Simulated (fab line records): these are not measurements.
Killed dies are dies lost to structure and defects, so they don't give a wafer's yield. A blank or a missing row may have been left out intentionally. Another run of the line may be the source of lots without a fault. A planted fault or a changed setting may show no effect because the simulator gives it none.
fab line records	flow sky130
record lots=13	wafers=39	last-day=50
route steps=708 shown DNWELL@44 NWELL@63 VT_ADJUST_HVTP@89 VT_ADJUST_LVTN@107
lots that met no fault: taken from a fault-free run of the same line
start-h: the number of hours between the record's first day and the start of the first shown wafer of the lot	wait-h: how many hours have passed since the lot's step before this one	" unchanged from the row above	L1.1+2: one row covering several wafers at once	- either no value or no given start	* or withheld: withheld	< > ~ a bound
route shown NAME@n: NAME is a module with steps in the file, n the number in the route of the first one	usual: mean/standard deviation of fault-free wafers	same: alike in all rows	chamber/n: place in a boat	sites: each site's reading	_std_site: the standard deviation of these	_edge_site: inner sites' mean taken away from outer sites' mean	radius-mm: how far each site lies from the wafer's centre	mask NAME#n: copy n	behind: tool/chamber where the wafer was last shaped	hold: cause of the lot's hold/its duration in hours/its outcome	device: which transistor (n, p or np) failed to switch	end of line: at the end of the route, the tests of the same wafers	a step given without rows: its recipe and nothing more	killed: count of dies lost to structure and defects at first sort (not the wafer's yield)	map: shows each die of a wafer: x if killed, . if not, _ if none is there
set.NAME: the setting the step ran with; set.NAME@STEP: the setting that earlier step ran with	model.NAME: the simulator's own value behind a step, which no gauge read
the route's steps for a sample of lots (tables are steps, rows are wafers)
services: the hour from which a tool's chamber was out of use, counted from the record's first day as start-h (under 0 if before that day), plus the number of hours and why
## steps
# step SKY_DNWELL_TW_MEAS_09
# usual DNWELL_TW=1121/14
lot.wafer	tool	chamber	start-h	wait-h	DNWELL_TW
L429.2	film-metro-01	-	58.28	0.1	1129
L429.4	"	-	"	"	1130
L429.6	"	-	"	"	1122
L431.1	film-metro-02	-	67.07	0.1	1103
L431.2	"	-	"	"	1110
L431.4	"	-	"	"	1112
L432.1	film-metro-03	-	83.20	0.1	1126
L432.4	"	-	"	"	1122
L432.6	"	-	"	"	1129
L433.1	film-metro-03	-	85.99	0.1	1124
L433.2	"	-	"	"	1121
L433.6	"	-	"	"	1126
L437.2	film-metro-02	-	104.35	0.1	1110
L437.3	"	-	"	"	1112
L437.5	"	-	"	"	1104
L439.1	film-metro-02	-	112.14	0.1	1106
L439.2	"	-	"	"	1106
L439.4	"	-	"	"	1110
L444.4	film-metro-01	-	137.72	0.1	1131
L444.5	"	-	"	"	1130
L444.6	"	-	"	"	1132
L446.3	film-metro-03	-	148.52	0.1	1112
L446.5	"	-	"	"	1119
L446.6	"	-	"	"	1117
L448.1	film-metro-02	-	159.85	0.1	1106
L448.2	"	-	"	"	1100
L448.4	"	-	"	"	1110
L447.1	film-metro-03	-	160.20	0.1	1118
L447.4	"	-	"	"	1122
L447.5	"	-	"	"	1111
L449.1	film-metro-01	-	175.28	0.1	1147
L449.4	"	-	"	"	1143
L449.5	"	-	"	"	1144
L450.2	film-metro-01	-	178.21	0.1	1134
L450.5	"	-	"	"	1146
L450.6	"	-	"	"	1140
L451.1	film-metro-03	-	178.39	0.1	1121
L451.4	"	-	"	"	1126
L451.5	"	-	"	"	1127
# step SKY_NWELL_OVL_MEAS_10
# usual NWELL_00_OVL=0.2/1.4
lot.wafer	tool	chamber	start-h	wait-h	NWELL_00_OVL[nm]
L429.2	overlay-01	-	90.82	-	0.1
L429.4	"	-	"	"	0.2
L429.6	"	-	"	"	2.5
L431.1	overlay-02	-	101.42	-	2.5
L431.2	"	-	"	"	1.1
L431.4	"	-	"	"	0.1
L432.1	overlay-01	-	119.12	-	-0.3
L432.4	"	-	"	"	0.0
L432.6	"	-	"	"	0.8
L433.1	overlay-02	-	121.12	-	1.0
L433.2	"	-	"	"	-0.3
L433.6	"	-	"	"	2.1
L437.2	overlay-02	-	141.28	-	0.3
L437.3	"	-	"	"	1.2
L437.5	"	-	"	"	-0.6
L439.1	overlay-02	-	149.55	-	1.6
L439.2	"	-	"	"	0.8
L439.4	"	-	"	"	1.8
L444.4	overlay-02	-	176.67	-	0.6
L444.5	"	-	"	"	1.5
L444.6	"	-	"	"	1.5
L446.3	overlay-02	-	188.13	-	-0.6
L446.5	"	-	"	"	-1.8
L446.6	"	-	"	"	-0.9
L448.1	overlay-01	-	200.65	-	-0.1
L448.2	"	-	"	"	0.2
L448.4	"	-	"	"	-2.4
L447.1	overlay-01	-	201.02	-	-1.5
L447.4	"	-	"	"	-0.4
L447.5	"	-	"	"	-1.4
L449.1	overlay-01	-	216.37	-	3.0
L449.4	"	-	"	"	2.7
L449.5	"	-	"	"	1.8
L450.2	overlay-02	-	220.13	-	-1.8
L450.5	"	-	"	"	-1.1
L450.6	"	-	"	"	0.0
L451.1	overlay-02	-	220.26	-	-0.3
L451.4	"	-	"	"	-1.7
L451.5	"	-	"	"	0.4
# step SKY_VT_ADJUST_HVTP_EXPOSE_04
# recipe mask-id=HVTPM	na=0.6	source-shape=conventional	sigma-outer=0.6	polarization=unpolarized	target-cd-nm=380	dose-mj=140
# usual exposure-dose-mJ-cm2=139.95/0.15
lot.wafer	tool	chamber	start-h	wait-h	mask	exposure-dose-mJ-cm2
L429.2	iline-stepper-01	0	118.79	-	HVTPM#0	139.94
L429.4	"	0	"	"	HVTPM#0	139.75
L429.6	"	0	"	"	HVTPM#0	140.07
L431.1	iline-stepper-01	0	129.99	-	HVTPM#0	139.83
L431.2	"	0	"	"	HVTPM#0	140.05
L431.4	"	0	"	"	HVTPM#0	139.98
L432.1	iline-stepper-02	0	148.03	-	HVTPM#0	140.21
L432.4	"	0	"	"	HVTPM#0	140.10
L432.6	"	0	"	"	HVTPM#0	140.21
L433.1	iline-stepper-02	0	150.47	-	HVTPM#0	139.70
L433.2	"	0	"	"	HVTPM#0	139.91
L433.6	"	0	"	"	HVTPM#0	139.74
L437.2	iline-stepper-02	0	171.72	-	NWM_COMPLEMENT_LESS_NATIVE#0	140.23
L437.3	"	0	"	"	NWM_COMPLEMENT_LESS_NATIVE#0	139.95
L437.5	"	0	"	"	NWM_COMPLEMENT_LESS_NATIVE#0	139.98
L439.1	iline-stepper-02	0	180.82	-	HVTPM#0	139.85
L439.2	"	0	"	"	HVTPM#0	139.88
L439.4	"	0	"	"	HVTPM#0	140.02
L444.4	iline-stepper-02	0	208.21	-	HVTPM#0	140.08
L444.5	"	0	"	"	HVTPM#0	139.87
L444.6	"	0	"	"	HVTPM#0	140.05
L446.3	iline-stepper-02	0	220.89	-	HVTPM#0	139.90
L446.5	"	0	"	"	HVTPM#0	140.00
L446.6	"	0	"	"	HVTPM#0	139.90
L448.1	iline-stepper-01	0	234.92	-	HVTPM#0	140.13
L448.2	"	0	"	"	HVTPM#0	140.20
L448.4	"	0	"	"	HVTPM#0	139.99
L447.1	iline-stepper-01	0	235.39	-	HVTPM#0	140.08
L447.4	"	0	"	"	HVTPM#0	139.88
L447.5	"	0	"	"	HVTPM#0	139.80
L449.1	iline-stepper-01	0	250.75	-	HVTPM#0	139.93
L449.4	"	0	"	"	HVTPM#0	139.86
L449.5	"	0	"	"	HVTPM#0	139.67
L450.2	iline-stepper-01	0	254.31	-	HVTPM#0	140.16
L450.5	"	0	"	"	HVTPM#0	140.05
L450.6	"	0	"	"	HVTPM#0	140.25
L451.1	iline-stepper-02	0	255.60	-	HVTPM#0	140.06
L451.4	"	0	"	"	HVTPM#0	139.91
L451.5	"	0	"	"	HVTPM#0	139.64
# step SKY_VT_ADJUST_HVTP_CD_MEAS_07
# recipe target-cd-nm=380
# usual cd-nm=379.8/2.2
lot.wafer	tool	chamber	start-h	wait-h	cd-nm
L429.2	cd-sem-01	-	127.67	0.1	380.2
L429.4	"	-	"	"	379.6
L429.6	"	-	"	"	381.8
L431.1	cd-sem-01	-	139.95	0.1	379.9
L431.2	"	-	"	"	380.6
L431.4	"	-	"	"	383.6
L432.1	cd-sem-02	-	157.72	0.1	383.0
L432.4	"	-	"	"	383.3
L432.6	"	-	"	"	382.4
L433.1	cd-sem-01	-	159.87	0.1	379.0
L433.2	"	-	"	"	380.1
L433.6	"	-	"	"	378.7
L437.2	cd-sem-02	-	181.57	0.1	-
L437.3	"	-	"	"	-
L437.5	"	-	"	"	-
L439.1	cd-sem-01	-	191.12	0.1	379.9
L439.2	"	-	"	"	379.0
L439.4	"	-	"	"	376.4
L444.4	cd-sem-02	-	219.15	0.1	377.7
L444.5	"	-	"	"	379.2
L444.6	"	-	"	"	378.9
L446.3	cd-sem-01	-	231.68	0.1	377.7
L446.5	"	-	"	"	379.1
L446.6	"	-	"	"	377.5
L448.1	cd-sem-01	-	245.97	0.1	383.3
L448.2	"	-	"	"	382.5
L448.4	"	-	"	"	383.9
L447.1	cd-sem-01	-	246.80	0.1	376.1
L447.4	"	-	"	"	375.1
L447.5	"	-	"	"	376.3
L449.1	cd-sem-02	-	263.12	0.1	381.2
L449.4	"	-	"	"	381.6
L449.5	"	-	"	"	380.1
L450.2	cd-sem-01	-	266.34	0.1	379.6
L450.5	"	-	"	"	377.0
L450.6	"	-	"	"	380.8
L451.1	cd-sem-01	-	266.97	0.1	382.1
L451.4	"	-	"	"	379.3
L451.5	"	-	"	"	381.5
# step SKY_VT_ADJUST_HVTP_TW_MEAS_11
# usual VT_ADJUST_HVTP_TW=1354/16
lot.wafer	tool	chamber	start-h	wait-h	VT_ADJUST_HVTP_TW
L429.2	film-metro-02	-	128.07	0.1	1341
L429.4	"	-	"	"	1337
L429.6	"	-	"	"	1345
L431.1	film-metro-01	-	140.36	0.1	1385
L431.2	"	-	"	"	1389
L431.4	"	-	"	"	1386
L432.1	film-metro-01	-	158.13	0.1	1381
L432.4	"	-	"	"	1381
L432.6	"	-	"	"	1375
L433.1	film-metro-02	-	160.28	0.1	1346
L433.2	"	-	"	"	1346
L433.6	"	-	"	"	1349
L437.2	film-metro-01	-	181.97	0.1	31
L437.3	"	-	"	"	31
L437.5	"	-	"	"	31
L439.1	film-metro-04	-	191.53	0.1	1357
L439.2	"	-	"	"	1351
L439.4	"	-	"	"	1350
L444.4	film-metro-04	-	219.53	0.1	1350
L444.5	"	-	"	"	1337
L444.6	"	-	"	"	1340
L446.3	film-metro-04	-	232.07	0.1	1343
L446.5	"	-	"	"	1344
L446.6	"	-	"	"	1344
L448.1	film-metro-04	-	246.38	0.1	1350
L448.2	"	-	"	"	1346
L448.4	"	-	"	"	1340
L447.1	film-metro-01	-	247.21	0.1	1387
L447.4	"	-	"	"	1384
L447.5	"	-	"	"	1382
L449.1	film-metro-04	-	263.53	0.1	1351
L449.4	"	-	"	"	1351
L449.5	"	-	"	"	1345
L450.2	film-metro-02	-	266.74	0.1	1347
L450.5	"	-	"	"	1346
L450.6	"	-	"	"	1338
L451.1	film-metro-02	-	267.38	0.1	1344
L451.4	"	-	"	"	1347
L451.5	"	-	"	"	1345
# step SKY_VT_ADJUST_LVTN_TW_MEAS_10
# usual VT_ADJUST_LVTN_TW=240.2/1.4
lot.wafer	tool	chamber	start-h	wait-h	VT_ADJUST_LVTN_TW
L429.2	film-metro-04	-	146.94	0.1	241.1
L429.4	"	-	"	"	240.1
L429.6	"	-	"	"	239.3
L431.1	film-metro-03	-	159.23	0.1	243.0
L431.2	"	-	"	"	242.0
L431.4	"	-	"	"	241.5
L432.1	film-metro-02	-	178.78	0.1	242.3
L432.4	"	-	"	"	240.9
L432.6	"	-	"	"	240.9
L433.1	film-metro-03	-	180.90	0.1	242.6
L433.2	"	-	"	"	242.7
L433.6	"	-	"	"	241.7
L437.2	film-metro-02	-	202.51	0.1	1355.3
L437.3	"	-	"	"	1349.8
L437.5	"	-	"	"	1352.8
L439.1	film-metro-04	-	212.53	0.1	239.9
L439.2	"	-	"	"	239.0
L439.4	"	-	"	"	240.9
L444.4	film-metro-03	-	241.27	0.1	241.0
L444.5	"	-	"	"	241.5
L444.6	"	-	"	"	241.3
L446.3	film-metro-02	-	254.00	0.1	240.7
L446.5	"	-	"	"	238.7
L446.6	"	-	"	"	238.8
L448.1	film-metro-02	-	270.48	0.1	238.6
L448.2	"	-	"	"	239.5
L448.4	"	-	"	"	239.6
L447.1	film-metro-02	-	271.60	0.1	239.5
L447.4	"	-	"	"	239.4
L447.5	"	-	"	"	238.1
L449.1	film-metro-02	-	288.69	0.1	239.7
L449.4	"	-	"	"	238.0
L449.5	"	-	"	"	240.3
L450.2	film-metro-02	-	291.51	0.1	240.2
L450.5	"	-	"	"	239.5
L450.6	"	-	"	"	239.5
L451.1	film-metro-03	-	292.68	0.1	241.8
L451.4	"	-	"	"	241.4
L451.5	"	-	"	"	241.8
# step SKY_VT_ADJUST_LVTN_OVL_MEAS_18
# usual VT_ADJUST_LVTN_01_OVL=1.1/1.3
lot.wafer	tool	chamber	start-h	wait-h	VT_ADJUST_LVTN_01_OVL[nm]
L429.2	overlay-01	-	165.87	0.1	1.0
L429.4	"	-	"	"	0.9
L429.6	"	-	"	"	4.1
L431.1	overlay-01	-	179.74	0.1	2.5
L431.2	"	-	"	"	1.7
L431.4	"	-	"	"	3.5
L432.1	overlay-01	-	199.40	0.1	2.6
L432.4	"	-	"	"	3.6
L432.6	"	-	"	"	2.5
L433.1	overlay-02	-	201.55	0.1	-0.4
L433.2	"	-	"	"	-0.2
L433.6	"	-	"	"	2.0
L437.2	overlay-01	-	223.67	0.1	0.8
L437.3	"	-	"	"	3.2
L437.5	"	-	"	"	2.1
L439.1	overlay-02	-	233.84	0.1	2.1
L439.2	"	-	"	"	2.0
L439.4	"	-	"	"	-0.3
L444.4	overlay-01	-	263.81	0.1	2.5
L444.5	"	-	"	"	1.3
L444.6	"	-	"	"	0.8
L446.3	overlay-01	-	277.83	0.1	0.6
L446.5	"	-	"	"	1.6
L446.6	"	-	"	"	1.7
L448.1	overlay-02	-	295.64	0.1	-1.3
L448.2	"	-	"	"	-0.3
L448.4	"	-	"	"	0.1
L447.1	overlay-02	-	296.24	0.1	2.0
L447.4	"	-	"	"	2.1
L447.5	"	-	"	"	4.0
L449.1	overlay-01	-	313.55	0.1	1.1
L449.4	"	-	"	"	2.8
L449.5	"	-	"	"	-0.1
L450.2	overlay-02	-	315.85	0.1	0.1
L450.5	"	-	"	"	0.6
L450.6	"	-	"	"	-0.5
L451.1	overlay-01	-	316.94	0.1	-0.9
L451.4	"	-	"	"	1.3
L451.5	"	-	"	"	1.7
## services
tool	chamber	start-h	hours	kind
iline-stepper-02	-	103.13	1.7	pm
iline-stepper-01	0	155.68	-	calibration
iline-stepper-01	-	175.48	1.7	pm
iline-stepper-02	0	177.35	-	calibration
## key
first-sign step=SKY_VT_ADJUST_HVTP_EXPOSE_04	reading=mask	direction=changed
effect step=SKY_VT_ADJUST_HVTP_CD_MEAS_07	reading=cd-nm	direction=missing
effect step=SKY_VT_ADJUST_HVTP_TW_MEAS_11	reading=VT_ADJUST_HVTP_TW	direction=down	sigmas=85	usual=1354	struck=31
effect step=SKY_VT_ADJUST_LVTN_TW_MEAS_10	reading=VT_ADJUST_LVTN_TW	direction=up	sigmas=99+	usual=240.2	struck=1352.7
met-at SKY_VT_ADJUST_HVTP_EXPOSE_04
struck-lots L437
sort-left-out L437.2,L437.3,L437.5
tester-left-out L437
not-acting-at SKY_DNWELL_TW_MEAS_09,SKY_NWELL_OVL_MEAS_10,SKY_VT_ADJUST_LVTN_OVL_MEAS_18
onset-between 150.47 171.72
fault kind=wrong-mask	tool=any	chamber=-	onset-h=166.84	steps=SKY_VT_ADJUST_HVTP_EXPOSE_04	aux-copy=NWM_COMPLEMENT_LESS_NATIVE#0	scope=struck-lots-only
# tester-left-out: of these lots the tester's yield and bins aren't shown, on N5 and GAA mostly nor the transistor test; their killed dies are dies lost to structure and defects alone, not to doping, threshold or leakage, so they don't give the yield
# sort-left-out: the simulated sort isn't trusted on such a fault, so these wafers' sort isn't shown, and their yield isn't known
